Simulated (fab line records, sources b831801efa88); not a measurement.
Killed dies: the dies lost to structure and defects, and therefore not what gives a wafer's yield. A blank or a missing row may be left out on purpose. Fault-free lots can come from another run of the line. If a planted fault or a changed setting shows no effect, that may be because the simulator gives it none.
Problem report, 8D (eight disciplines) form, completed by code    flow gf180mcu    the parts of the form that need people (team, actions taken, sign-off) are left out

== 1. PROBLEM STATEMENT ==
Wafers without a fault read 4000.1 W, standard deviation 0.72; cathode dc power W at GF_M3_SPUTTER_00 reads a mean of 3096.3 W on 6 wafers belonging to 2 lots. That is -99 or more standard deviations from the usual mean.
The step: material Ti, target thk 37.5 nm, time 150 s.
First observed at day 25 06:50: wafer L975.1, on pvd sputter-03. Wafers with a number at this step in the record: 39, from 13 lots. Rule for "out", or "out of limits": more than 4 standard deviations from the usual mean. The other wafers with a number count as sound.

== 2. WHAT IT IS; WHAT IT IS NOT ==
question                     is                      is not
which readings at this step  cathode dc power W      throttle valve pct
which lots                   L975, L980              L962, L963, L965, L967, L968, L969, L970, L971, L976, L981, L983
which wafers of those lots   all that have a number  -
read on which tools          pvd sputter-03          pvd sputter-01, pvd sputter-02
when                         from day 25 06:50       up to then (24 sound wafers); but 9 sound wafers of L976, L981, L983 came after

== 3. THE SUSPECTS, EACH WITH WHAT RULES IT OUT ==
Counting: a tool at any process step up to the reading remains a suspect when it ran all the lots that are out and ran no sound lot after the first of those.
- cvd w-02 at GF_V2_CVD_23 (deposits W, target thk 350 nm, time 104.94 s): ruled out as a lasting fault. Following L975 (day 25 06:14), the first lot on it that is out, the sound lots L976, L981, L983 were run on it.
- pvd sputter-03 at GF_M3_SPUTTER_00 (material Ti, target thk 37.5 nm, time 150 s): kept. It ran every lot that is out, first L975 (day 25 06:50), and no sound lot after that; its last sound lot up to then is L971 (day 24 04:48). Its own readings are out on those wafers: cathode dc power W.
The count leaves pvd sputter-03 at GF_M3_SPUTTER_00.

== 4. THE CAUSE (what the simulator had put in) ==
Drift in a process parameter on pvd sputter-03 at GF_M3_SPUTTER_00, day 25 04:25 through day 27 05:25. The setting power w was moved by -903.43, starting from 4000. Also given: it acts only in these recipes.
Only this tool survived the counting.

== 5. THE CHAIN OF EFFECTS, in route order ==
One row per reading whose mean, taken over the struck wafers that have a number, lies over 3 standard deviations from the usual. Only readings for which the record gives a usual standard deviation are gone through. hours: the time from each lot's start at the first step in this table that gives one to its start at this step, as a median over the lots. sigmas: the change in usual standard deviations.
hours  step              reading             usual     on struck wafers  change  sigmas
0      GF_M3_SPUTTER_00  cathode dc power W  4000.1 W  3096.3            -903.8  -99 or more
Process steps it contains:
- GF_M3_SPUTTER_00: material Ti, target thk 37.5 nm, time 150 s.
Later steps that measure or inspect, where all struck wafers having a row at the step show a number for every such reading and not one has moved that far: GF_M3_RS_MEAS_05.

== 6. WHAT WOULD HAVE CAUGHT IT SOONER ==
In this record the first reading out of limits was taken at day 25 06:50, 2 hours after the fault began at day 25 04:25.
